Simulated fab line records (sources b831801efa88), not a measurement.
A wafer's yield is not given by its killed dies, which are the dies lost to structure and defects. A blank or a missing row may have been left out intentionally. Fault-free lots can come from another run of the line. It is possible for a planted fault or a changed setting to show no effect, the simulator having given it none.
Split-lot study + flow gf180mcu + 23 wafers read across 5 lots, on a route 602 steps long

== THE SPLIT ITSELF ==
At GF_CONTACT_CVD_00 (deposits SiO2, target thk 300 nm, time 50 s), the setting sih4FlowSccm was moved away from the recipe's 60 sccm on 10 of the 23 wafers read, by -9.8% to +8.4%. The other wafers ran this setting at the recipe's value.

== FROM THE SPLIT TO THE READING: what the file shows between them, 2 steps ==
- GF_CONTACT_THK_MEAS_01
- GF_CONTACT_ETCH_16: etches BARC in N2/H2 (also split here: ionEnergyEv)

== THE READING ==
oesProductAu, in a.u., at GF_CONTACT_ETCH_17 (etches SiO2 in C4F8/O2/Ar, stops on CoSi2, target depth 860 nm). Fault-free wafers of this fab line usually give 0.814 a.u., standard deviation 0.005 a.u.

| wafer  | tool, chamber at the split | sih4FlowSccm as run, sccm | against the recipe | oesProductAu, a.u. | against lot-mates on the recipe |
|--------|----------------------------|---------------------------|--------------------|--------------------|---------------------------------|
| L075.1 | hdpcvd-01, 2               | 60                        | recipe             | 0.821              | -                               |
| L075.2 | hdpcvd-01, 1               | 57.27                     | -4.5%              | 0.809              | -0.010                          |
| L075.4 | hdpcvd-01, 1               | 57.27                     | -4.5%              | 0.813              | -0.006                          |
| L075.5 | hdpcvd-01, 2               | 60                        | recipe             | 0.819              | -                               |
| L075.6 | hdpcvd-01, 0               | 60                        | recipe             | 0.816              | -                               |
| L078.2 | hdpcvd-02, 2               | 60                        | recipe             | 0.812              | -                               |
| L078.4 | hdpcvd-02, 0               | 60                        | recipe             | 0.809              | -                               |
| L078.6 | hdpcvd-02, 1               | 60                        | recipe             | 0.813              | -                               |
| L077.1 | hdpcvd-01, 2               | 60                        | recipe             | 0.811              | -                               |
| L077.2 | hdpcvd-01, 0               | 60                        | recipe             | 0.814              | -                               |
| L077.3 | hdpcvd-01, 0               | 54.36                     | -9.4%              | 0.803              | -0.009                          |
| L077.4 | hdpcvd-01, 2               | 54.36                     | -9.4%              | 0.798              | -0.014                          |
| L077.6 | hdpcvd-01, 2               | 54.36                     | -9.4%              | 0.802              | -0.010                          |
| L081.2 | hdpcvd-02, 1               | 65.02                     | +8.4%              | 0.824              | +0.010                          |
| L081.3 | hdpcvd-02, 0               | 60                        | recipe             | 0.822              | -                               |
| L081.4 | hdpcvd-02, 0               | 60                        | recipe             | 0.809              | -                               |
| L081.5 | hdpcvd-02, 2               | 65.02                     | +8.4%              | 0.831              | +0.017                          |
| L081.6 | hdpcvd-02, 1               | 60                        | recipe             | 0.812              | -                               |
| L082.1 | hdpcvd-01, 0               | 54.13                     | -9.8%              | 0.796              | -0.019                          |
| L082.2 | hdpcvd-01, 2               | 60                        | recipe             | 0.817              | -                               |
| L082.3 | hdpcvd-01, 1               | 54.13                     | -9.8%              | 0.798              | -0.017                          |
| L082.5 | hdpcvd-01, 1               | 60                        | recipe             | 0.814              | -                               |
| L082.6 | hdpcvd-01, 2               | 54.13                     | -9.8%              | 0.802              | -0.013                          |

THE FIT
A straight line over all 23 wafers: oesProductAu changes by +0.00151 a.u. for each +1% of sih4FlowSccm; r = +0.91; the points scatter about the line by 0.0038 a.u.
The same after taking each lot's own level away (the mean of its wafers on the recipe; 23 wafers): +0.00152 a.u. for each +1%; r = +0.93; scatter 0.0033 a.u.
On that fit, the largest move of sih4FlowSccm shifts the reading by 0.015 a.u.
The span of the lots' own levels, 0.8113 to 0.8187 a.u., comes to 1.5 times the standard deviation stated above.
Hence the lot-to-lot level has little effect on the slope; both slopes agree.
Check: for one of the wafers moved furthest among these (-9.8%), held out of the fit, the line's prediction against its lot-mates is -0.014 a.u. It came out at -0.0195 a.u. against them.

== FURTHER SPLITS ON THESE WAFERS ==
Note: prior to the reading, these wafers also went through further splits. Each is held against what the fit with the lots' levels taken away leaves over:
| other split on the same wafers | wafers away from the commonest value | r with oesProductAu (lot level and that fit taken away) |
|--------------------------------|--------------------------------------|---------------------------------------------------------|
| GF_SAB_DEVELOP_08 developTimeS | 6                                    | -0.50                                                   |
| GF_CONTACT_ETCH_16 ionEnergyEv | 5                                    | -0.13                                                   |

== THE WHOLE CHAIN: every reading that the file lists as answering this split, in the file's order ==
| step                   | what it does                                                   | reading                                                                       | change (the file's fit)                   | r (the file's) |
|------------------------|----------------------------------------------------------------|-------------------------------------------------------------------------------|-------------------------------------------|----------------|
| GF_CONTACT_CVD_00      | deposits SiO2, target thk 300 nm, time 50 s                    | SiO2_of_CONTACT_CVD_00.thkNm (the simulator's own value, which no gauge read) | +2.8 nm for each +1% of the setting       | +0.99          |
| GF_CONTACT_THK_MEAS_01 |                                                                | CONTACT_CVD_00_THK                                                            | +2.8 for each +1% of the setting          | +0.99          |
| GF_CONTACT_ETCH_17     | etches SiO2 in C4F8/O2/Ar, stops on CoSi2, target depth 860 nm | oesProductAu                                                                  | +0.00152 a.u. for each +1% of the setting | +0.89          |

== FILE'S OWN FIT ==
oesProductAu changes by +0.00152 a.u. for each +1% of sih4FlowSccm, r = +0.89.
